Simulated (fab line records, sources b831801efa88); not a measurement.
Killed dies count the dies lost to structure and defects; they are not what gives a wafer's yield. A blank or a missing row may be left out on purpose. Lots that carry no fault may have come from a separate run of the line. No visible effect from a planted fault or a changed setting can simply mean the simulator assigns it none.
2 desks, one fault | flow gf180mcu | only its own numbers are on each desk; what lay behind them is given at the end

== AT THE TOOL OWNER'S DESK: pvd sputter-04 ==
The tool's own readings at GF_M3_SPUTTER_00 (material Ti, target thk 37.5 nm, time 150 s): means of the sampled wafers that have a number, for each lot that ran on this tool. If a lot's mean is further than 4 standard deviations from the usual mean, the lot is out of limits and carries the mark OUT (the distance appears in the brackets).
Columns: A = cathode dc power W at GF_M3_SPUTTER_00, usual 4000.0 W; B = chamber pressure pa at GF_M3_SPUTTER_00, usual 2.000 Pa; C = throttle valve pct at GF_M3_SPUTTER_00, usual 29.6 %
lot  | first seen here | A      | B               | C
L285 | day 22 04:47    | 4000.2 | 2.003           | 30.1
L289 | day 23 12:57    | 3999.8 | 2.223 (+54) OUT | 28.3
L290 | day 24 04:41    | 4000.6 | 2.223 (+54) OUT | 28.5
L297 | day 26 09:38    | 4000.3 | 2.000           | 29.3
L303 | day 28 02:39    | 4000.1 | 1.999           | 29.3
This desk's finding: out of limits on L289, L290; first on L289, day 23 12:57 (chamber pressure pa at GF_M3_SPUTTER_00). Within limits: L285, L297, L303.

== FROM THE METROLOGY DESK ==
Lot by lot, what the gauges showed, no matter which tool ran the lot: averages of those sampled wafers that carry a number. If a lot's mean is further than 4 standard deviations from the usual mean, the lot is out of limits and carries the mark OUT (the distance appears in the brackets).
Columns: A = V2_BOW at GF_V2_BOW_MEAS_05, usual 99 um; B = cd nm at GF_V2_CD_MEAS_14, usual 259.8 nm
lot  | first seen here | A   | B
L280 | day 18 23:02    | 101 | 257.9
L281 | day 19 14:37    | 96  | 261.3
L285 | day 21 02:47    | 93  | 260.3
L288 | day 22 05:19    | 98  | 259.6
L289 | day 22 12:18    | 105 | 261.9
L290 | day 23 02:27    | 96  | 259.2
L297 | day 25 10:31    | 107 | 261.0
L298 | day 25 17:27    | 99  | 259.5
L299 | day 25 23:14    | 113 | 261.5
L300 | day 26 04:15    | 108 | 258.2
L301 | day 26 14:35    | 97  | 260.6
L302 | day 26 22:46    | 91  | 261.5
L303 | day 27 05:16    | 97  | 261.7
This desk's verdict: no lot among the 13 shows anything out of limits.

== TAKEN TOGETHER ==
At day 23 12:57, on L289, L290, the tool owner's desk was in a position to raise an alarm.
Nothing out of limits was seen by the metrology desk.
The metrology desk holds a record of L289, L290, inside its limits.
Every lot named ran GF_M3_SPUTTER_00 on pvd sputter-04.

== WHAT THE SIMULATOR PUT IN ==
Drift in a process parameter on pvd sputter-04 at GF_M3_SPUTTER_00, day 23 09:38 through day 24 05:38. From 2, the setting chamber pressure pa moved by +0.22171. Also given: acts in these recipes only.
Shown lots that were struck: L289, L290.
Time in hours from fault onset to the first out-of-limits reading at each desk: the tool owner's desk, 3.
